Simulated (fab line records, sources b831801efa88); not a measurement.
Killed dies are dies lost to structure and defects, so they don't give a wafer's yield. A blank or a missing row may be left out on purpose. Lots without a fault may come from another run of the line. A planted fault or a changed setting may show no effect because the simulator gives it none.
Which tool did it? | flow sky130 | 11 lots, 33 wafers sampled, at 3 steps of a route of 708

WHAT THE GAUGES READ, wafer by wafer
SKY_CONTACT_THK_MEAS_03.
lot  | measured     | on            | CONTACT_HDPCVD_THK (nm)
L950 | day 30 23:53 | film_metro-02 | 551 564 552
L951 | day 31 09:10 | film_metro-02 | 571 562 564
L954 | day 32 00:32 | film_metro-04 | 565 571 567
L956 | day 32 17:50 | film_metro-04 | 553 555 560
L957 | day 33 00:32 | film_metro-02 | 563 562 562
L960 | day 34 04:01 | film_metro-03 | 562 561 563
L963 | day 34 16:45 | film_metro-02 | 454 565 558
L964 | day 35 04:08 | film_metro-04 | 557 435 559
L965 | day 35 08:16 | film_metro-03 | 564 572 563
L972 | day 37 12:22 | film_metro-03 | 565 566 560
L973 | day 37 17:02 | film_metro-04 | 573 567 572

WHICH TOOL RAN EACH LOT (tool, then ch and the chambers of the sampled wafers, then the start)
lot  | SKY_LI_CONTACT_SPUTTER_20    | SKY_CONTACT_HDPCVD_02
L950 | pvd_sputter-04, day 29 18:17 | hdpcvd-02 ch 1,2, day 30 23:49
L951 | pvd_sputter-03, day 30 03:20 | hdpcvd-02 ch 1,2, day 31 09:05
L954 | pvd_sputter-02, day 30 18:50 | hdpcvd-01 ch 0,2, day 32 00:28
L956 | pvd_sputter-04, day 31 12:28 | hdpcvd-02 ch 0,1,2, day 32 17:46
L957 | pvd_sputter-04, day 31 18:56 | hdpcvd-02 ch 1,2, day 33 00:28
L960 | pvd_sputter-03, day 32 23:01 | hdpcvd-02 ch 0,2, day 34 03:55
L963 | pvd_sputter-02, day 33 13:04 | hdpcvd-02 ch 0,1,2, day 34 16:40
L964 | pvd_sputter-04, day 34 00:25 | hdpcvd-02 ch 0,2, day 35 04:04
L965 | pvd_sputter-03, day 34 04:07 | hdpcvd-01 ch 0,1,2, day 35 08:11
L972 | pvd_sputter-02, day 36 08:36 | hdpcvd-01 ch 0,1,2, day 37 12:18
L973 | pvd_sputter-02, day 36 12:52 | hdpcvd-02 ch 0,1,2, day 37 16:58
- SKY_LI_CONTACT_SPUTTER_20: material TiN, target thk 20 nm, time 80 s.
- SKY_CONTACT_HDPCVD_02: deposits SiO2, target thk 565 nm, time 94.2 s.

WHAT THE TOOLS THEMSELVES READ (means of the sampled wafers that have a number; where no wafer has one, the mark that the record gives instead)
SKY_LI_CONTACT_SPUTTER_20.
lot  | tool           | throttle_valve_pct (%)
L950 | pvd_sputter-04 | 29.0
L951 | pvd_sputter-03 | 29.3
L954 | pvd_sputter-02 | 30.3
L956 | pvd_sputter-04 | 29.8
L957 | pvd_sputter-04 | 29.5
L960 | pvd_sputter-03 | 30.3
L963 | pvd_sputter-02 | 30.9
L964 | pvd_sputter-04 | 29.6
L965 | pvd_sputter-03 | 30.5
L972 | pvd_sputter-02 | 29.7
L973 | pvd_sputter-02 | 30.9

SKY_CONTACT_HDPCVD_02.
lot  | tool      | run_length_s (s) | sih4_flow_sccm (sccm)
L950 | hdpcvd-02 | 122.7            | 59.97
L951 | hdpcvd-02 | 122.9            | 59.94
L954 | hdpcvd-01 | 121.6            | 59.91
L956 | hdpcvd-02 | 122.9            | 59.86
L957 | hdpcvd-02 | 122.7            | 59.96
L960 | hdpcvd-02 | 122.8            | 59.80
L963 | hdpcvd-02 | 116.0            | 60.11
L964 | hdpcvd-02 | 116.3            | 60.04
L965 | hdpcvd-01 | 122.2            | 60.11
L972 | hdpcvd-01 | 122.3            | 59.92
L973 | hdpcvd-02 | 122.8            | 59.86

THE ANSWER, worked out from the rows above alone
Rule: what is usual is taken from the lots themselves. Put in order of their means at a reading, lots are off if they are a third of the lots or fewer, leave a main group of 4 or more, and stand apart from it by a gap of 3 or more times the standard deviation of the main group's means; of several such gaps the widest counts. A main group whose means are all the same, to the digits that the tables above print for the reading, isn't used. A lot without any number at a reading at which 4 lots or more have one is off too. The other lots that the step has rows for count as sound. The gauges are gone through in route order, then the tools' own readings, and for those a lot's mean is taken as printed above. The first step at which some lot is off is used, and at that step the reading that is off furthest; a lot without a number counts as furthest.
Off: L963, L964, at SKY_CONTACT_THK_MEAS_03 (CONTACT_HDPCVD_THK). The main group: mean 563 nm, standard deviation 4.7.
A tool fits if, at a process step before that reading, it ran every lot that is off, and no sound lot after the first of them. The gauges at SKY_CONTACT_THK_MEAS_03 aren't tried: what is off there is off at SKY_CONTACT_HDPCVD_02 too, on other tools, and a gauge's error can't cause that. None of those tried fits.

WHAT THE SIMULATOR HAD PUT IN
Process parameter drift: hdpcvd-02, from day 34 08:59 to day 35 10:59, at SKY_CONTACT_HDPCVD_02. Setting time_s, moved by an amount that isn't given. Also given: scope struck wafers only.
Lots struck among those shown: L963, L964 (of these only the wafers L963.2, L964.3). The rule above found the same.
